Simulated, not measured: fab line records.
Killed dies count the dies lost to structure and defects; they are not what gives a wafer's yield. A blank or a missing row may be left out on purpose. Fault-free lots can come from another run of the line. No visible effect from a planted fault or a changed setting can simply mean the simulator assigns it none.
A struck lot beside a sound one	flow sky130	17 out of 708 route steps
Sound: the wafers L454.2, L454.3, L454.5. Struck: wafer L469.1 (left out: L469.3, L469.6 of the same lot, which were not struck); the cause appears at the end.
Each step with rows lists, per side, the tool, then ch with its chambers, then its first start. Under that, the readings that differ: sound wafers	struck wafers	difference of the means	sigmas: that difference in standard deviations of wafers without a fault.
alike: readings with means less than 2 such deviations apart, plus words and numbers identical on both sides. not compared: withheld readings, readings lacking a value on some wafer, bounds such as >300 that could conceal the same value, and numbers that have no deviation in the record and whose values overlap.
The two part at a step that has a row with sigmas, a row that says differs or no value, or rows on one side only. Numbers that have no deviation but don't overlap get no sigmas and don't part them. Lack of a reading on every wafer of one side parts them only where that side has two or more wafers.

first, 6 steps without rows for these wafers: SKY_LDD_N_IMPLANT_10; SKY_LDD_N_IMPLANT_11; SKY_LDD_N_IMPLANT_12; SKY_LDD_N_IMPLANT_13; SKY_LDD_N_IMPLANT_14; SKY_LDD_N_IMPLANT_15.
SKY_LDD_N_STRIP_16: strips in O2/N2.
  sound on plasma asher-04 ch 1, day 20 14:08; struck on plasma asher-04 ch 1, day 25 21:40
  alike: drypump motor current A, oes product au, strip time to endpoint s
  not compared: rf hours counter h
SKY_LDD_N_TW_MEAS_17:
  sound on film metro-03 at day 20 14:14; struck on film metro-04 at day 25 21:46
  alike: LDD_N_TW
then, 4 steps without rows for these wafers: SKY_LDD_P_DEHYDRATE_00 (time 60 s); SKY_LDD_P_HMDS_01 (prime time 60 s); SKY_LDD_P_COAT_02 (resist thk 1140 nm); SKY_LDD_P_SOFTBAKE_03 (time 60 s).
SKY_LDD_P_EXPOSE_04: exposes mask PSDM, target cd 380 nm.
  sound on iline stepper-02 ch 0, day 21 05:49; struck on iline stepper-02 ch 0, day 26 13:30
  alike: mask
then, 2 steps without rows for these wafers: SKY_LDD_P_PEB_05; SKY_LDD_P_DEVELOP_06 (develop time 60 s).
SKY_LDD_P_CD_MEAS_07: target cd 380 nm.
  sound on cd sem-01 at day 21 20:37; struck on cd sem-01 at day 27 03:28
reading	sound	struck	difference	sigmas
cd nm (nm)	382.8 384.0 381.6	353.6	-29.2	-15
SKY_LDD_P_OVL_MEAS_08:
  sound on overlay-02 at day 21 20:44; struck on overlay-02 at day 27 03:35
reading	sound	struck	difference	sigmas
LDD_P_OVL (nm)	-3.2 -4.4 -2.9	1.8	+5.3	+3

== WHERE THEY PART ==
Last at SKY_LDD_P_OVL_MEAS_08 as far as this record goes, first at SKY_LDD_P_CD_MEAS_07.

WHY: whatever the simulator had introduced
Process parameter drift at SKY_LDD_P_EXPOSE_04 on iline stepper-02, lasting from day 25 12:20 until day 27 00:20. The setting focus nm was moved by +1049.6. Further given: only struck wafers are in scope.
